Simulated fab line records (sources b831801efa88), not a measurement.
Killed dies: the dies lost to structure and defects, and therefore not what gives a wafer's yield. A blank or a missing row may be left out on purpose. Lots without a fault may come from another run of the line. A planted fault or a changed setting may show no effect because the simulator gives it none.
What tool caused it? :: flow gf180mcu :: 14 lots with 42 wafers sampled at 4 steps, on a route of 602 steps

== WHAT THE GAUGES SHOWED, per wafer ==
GF_VT_IMPLANT_TW_MEAS_32. Usual: for VT_IMPLANT_3_TW the level is 271.8 and the standard deviation is 1.6.
lot: L681
measured: day 7 03:13
on: film-metro-02
VT_IMPLANT_3_TW: 272.7 273.9 272.1
flag: 

lot: L682
measured: day 7 10:07
on: film-metro-02
VT_IMPLANT_3_TW: 273.1 273.5 273.4
flag: 

lot: L683
measured: day 7 21:44
on: film-metro-02
VT_IMPLANT_3_TW: 271.6 272.2 272.5
flag: 

lot: L684
measured: day 8 02:08
on: film-metro-04
VT_IMPLANT_3_TW: 273.5 271.8 270.2
flag: 

lot: L688
measured: day 9 01:32
on: film-metro-01
VT_IMPLANT_3_TW: 269.2 268.4 271.2
flag: 

lot: L691
measured: day 9 22:14
on: film-metro-04
VT_IMPLANT_3_TW: 271.6 271.7 271.7
flag: 

lot: L694
measured: day 10 17:22
on: film-metro-04
VT_IMPLANT_3_TW: 271.6 271.6 272.6
flag: 

lot: L696
measured: day 11 08:38
on: film-metro-01
VT_IMPLANT_3_TW: 270.8 270.2 270.4
flag: 

lot: L698
measured: day 11 22:56
on: film-metro-04
VT_IMPLANT_3_TW: 270.9 270.7 269.7
flag: 

lot: L699
measured: day 12 02:06
on: film-metro-02
VT_IMPLANT_3_TW: 273.6 274.4 275.3
flag: 

lot: L700
measured: day 12 10:46
on: film-metro-01
VT_IMPLANT_3_TW: 271.2 271.3 271.8
flag: 

lot: L701
measured: day 12 18:14
on: film-metro-01
VT_IMPLANT_3_TW: 269.6 270.6 270.5
flag: 

lot: L702
measured: day 13 01:24
on: film-metro-02
VT_IMPLANT_3_TW: 273.5 272.2 272.7
flag: 

lot: L703
measured: day 13 08:35
on: film-metro-04
VT_IMPLANT_3_TW: 270.3 269.1 269.6
flag: 

GF_VT_IMPLANT_RS_MEAS_48: the measuring method here is four-point-probe. Usual: for LVPWELL_RS the level is 1196.5 ohm/sq and the standard deviation is 3.
lot: L681
measured: day 7 19:17
on: film-metro-04
LVPWELL_RS (ohm/sq): 1195.0 1195.8 1195.0
flag: 

lot: L682
measured: day 8 02:12
on: film-metro-03
LVPWELL_RS (ohm/sq): 1197.1 1195.0 1194.5
flag: 

lot: L683
measured: day 8 15:09
on: film-metro-03
LVPWELL_RS (ohm/sq): 1196.3 1193.9 1195.5
flag: 

lot: L684
measured: day 8 18:47
on: film-metro-03
LVPWELL_RS (ohm/sq): 1188.8 1193.0 1196.3
flag: 

lot: L688
measured: day 9 19:54
on: film-metro-02
LVPWELL_RS (ohm/sq): 1199.5 1198.9 1197.1
flag: 

lot: L691
measured: day 10 17:10
on: film-metro-03
LVPWELL_RS (ohm/sq): 1195.0 1195.3 1196.7
flag: 

lot: L694
measured: day 11 12:22
on: film-metro-03
LVPWELL_RS (ohm/sq): 1194.7 1197.3 1195.2
flag: 

lot: L696
measured: day 12 03:58
on: film-metro-04
LVPWELL_RS (ohm/sq): 1193.0 1192.6 1192.3
flag: 

lot: L698
measured: day 12 19:24
on: film-metro-03
LVPWELL_RS (ohm/sq): 1198.1 1200.8 1200.1
flag: 

lot: L699
measured: day 12 22:54
on: film-metro-03
LVPWELL_RS (ohm/sq): 1194.5 1194.0 1196.7
flag: 

lot: L700
measured: day 13 06:52
on: film-metro-04
LVPWELL_RS (ohm/sq): 1198.9 1201.5 1201.0
flag: 

lot: L701
measured: day 13 14:59
on: film-metro-04
LVPWELL_RS (ohm/sq): 1202.4 1200.1 1205.1
flag: 

lot: L702
measured: day 13 22:50
on: film-metro-02
LVPWELL_RS (ohm/sq): 1195.8 1195.1 1195.1
flag: 

lot: L703
measured: day 14 05:36
on: film-metro-04
LVPWELL_RS (ohm/sq): 1199.7 1193.6 1198.0
flag: 

GF_POLY_GATE_OVL_MEAS_11. Usual: for POLY_GATE_OVL the level is -1 nm and the standard deviation is 5.8.
lot: L681
measured: day 9 10:31
on: overlay-01
POLY_GATE_OVL (nm): -6 8 -2
flag: 

lot: L682
measured: day 9 18:23
on: overlay-02
POLY_GATE_OVL (nm): 8 0 0
flag: 

lot: L683
measured: day 10 07:23
on: overlay-01
POLY_GATE_OVL (nm): -6 -6 -7
flag: 

lot: L684
measured: day 10 13:07
on: overlay-02
POLY_GATE_OVL (nm): 2 4 6
flag: 

lot: L688
measured: day 11 15:28
on: overlay-02
POLY_GATE_OVL (nm): 5 1 0
flag: 

lot: L691
measured: day 12 12:31
on: overlay-02
POLY_GATE_OVL (nm): 0 -3 -17
flag: 

lot: L694
measured: day 13 09:11
on: overlay-02
POLY_GATE_OVL (nm): 2 -2 1
flag: 

lot: L696
measured: day 14 01:07
on: overlay-01
POLY_GATE_OVL (nm): 3 -4 5
flag: 

lot: L698
measured: day 14 18:01
on: overlay-02
POLY_GATE_OVL (nm): -11 -6 -8
flag: 

lot: L699
measured: day 15 00:19
on: overlay-01
POLY_GATE_OVL (nm): 4 12 6
flag: 

lot: L700
measured: day 15 06:19
on: overlay-02
POLY_GATE_OVL (nm): 5 5 3
flag: 

lot: L701
measured: day 15 15:06
on: overlay-02
POLY_GATE_OVL (nm): 5 -2 2
flag: 

lot: L702
measured: day 15 22:46
on: overlay-01
POLY_GATE_OVL (nm): 2 2 -8
flag: 

lot: L703
measured: day 16 07:07
on: overlay-02
POLY_GATE_OVL (nm): -1 -7 -3
flag: 

== EACH LOT AND THE TOOL THAT RAN IT (in order: tool; ch and the chambers of the sampled wafers; start) ==
lot: L681
GF_DUAL_GATE_SOFTBAKE_07: litho-track-02 ch 0, day 8 05:27

lot: L682
GF_DUAL_GATE_SOFTBAKE_07: litho-track-02 ch 0, day 8 12:56

lot: L683
GF_DUAL_GATE_SOFTBAKE_07: litho-track-03 ch 0, day 9 01:39

lot: L684
GF_DUAL_GATE_SOFTBAKE_07: litho-track-03 ch 0, day 9 06:17

lot: L688
GF_DUAL_GATE_SOFTBAKE_07: litho-track-03 ch 0, day 10 06:47

lot: L691
GF_DUAL_GATE_SOFTBAKE_07: litho-track-03 ch 0, day 11 04:03

lot: L694
GF_DUAL_GATE_SOFTBAKE_07: litho-track-02 ch 0, day 11 23:13

lot: L696
GF_DUAL_GATE_SOFTBAKE_07: litho-track-02 ch 0, day 12 15:35

lot: L698
GF_DUAL_GATE_SOFTBAKE_07: litho-track-04 ch 0, day 13 07:31

lot: L699
GF_DUAL_GATE_SOFTBAKE_07: litho-track-04 ch 0, day 13 11:52

lot: L700
GF_DUAL_GATE_SOFTBAKE_07: litho-track-02 ch 0, day 13 19:11

lot: L701
GF_DUAL_GATE_SOFTBAKE_07: litho-track-02 ch 0, day 14 03:10

lot: L702
GF_DUAL_GATE_SOFTBAKE_07: litho-track-03 ch 0, day 14 11:09

lot: L703
GF_DUAL_GATE_SOFTBAKE_07: litho-track-04 ch 0, day 14 18:01
- GF_DUAL_GATE_SOFTBAKE_07: time 60 s.

== AS READ BY THE TOOLS THEMSELVES (means over the sampled wafers that have a number; for cases with no such wafer, the mark the record gives instead) ==
GF_DUAL_GATE_SOFTBAKE_07. Usual: 89.00 s for run-length-s, sd 0.12.
lot: L681
tool: litho-track-02
run-length-s (s): 88.93
flag: 

lot: L682
tool: litho-track-02
run-length-s (s): 88.89
flag: 

lot: L683
tool: litho-track-03
run-length-s (s): 89.06
flag: 

lot: L684
tool: litho-track-03
run-length-s (s): 88.99
flag: 

lot: L688
tool: litho-track-03
run-length-s (s): 93.14
flag: OFF

lot: L691
tool: litho-track-03
run-length-s (s): 93.02
flag: OFF

lot: L694
tool: litho-track-02
run-length-s (s): 89.01
flag: 

lot: L696
tool: litho-track-02
run-length-s (s): 88.95
flag: 

lot: L698
tool: litho-track-04
run-length-s (s): 88.95
flag: 

lot: L699
tool: litho-track-04
run-length-s (s): 89.08
flag: 

lot: L700
tool: litho-track-02
run-length-s (s): 89.03
flag: 

lot: L701
tool: litho-track-02
run-length-s (s): 88.99
flag: 

lot: L702
tool: litho-track-03
run-length-s (s): 89.02
flag: 

lot: L703
tool: litho-track-04
run-length-s (s): 89.12
flag: 

== THE ANSWER, worked out from the rows above alone ==
Rule: a lot is off if the mean of its wafers that have a number lies more than 3 standard deviations from the usual mean. Also off: a lot with no number at a reading for which 4 or more lots have one. Where the step has rows for the other lots, those lots are counted as sound. First the gauges in route order, then the tools' own readings, where a lot's mean is used as printed above. The first step at which some lot is off is used, and at that step the reading that is off furthest; a lot without a number counts as furthest.
Off: L688, L691, at GF_DUAL_GATE_SOFTBAKE_07 (run-length-s).
If a tool, at that step or one of the process steps before it, ran each lot that is off and ran no sound lot following the first of them, it fits. Not one of the candidates tried fits.

== WHAT THE SIMULATOR HAD PUT IN ==
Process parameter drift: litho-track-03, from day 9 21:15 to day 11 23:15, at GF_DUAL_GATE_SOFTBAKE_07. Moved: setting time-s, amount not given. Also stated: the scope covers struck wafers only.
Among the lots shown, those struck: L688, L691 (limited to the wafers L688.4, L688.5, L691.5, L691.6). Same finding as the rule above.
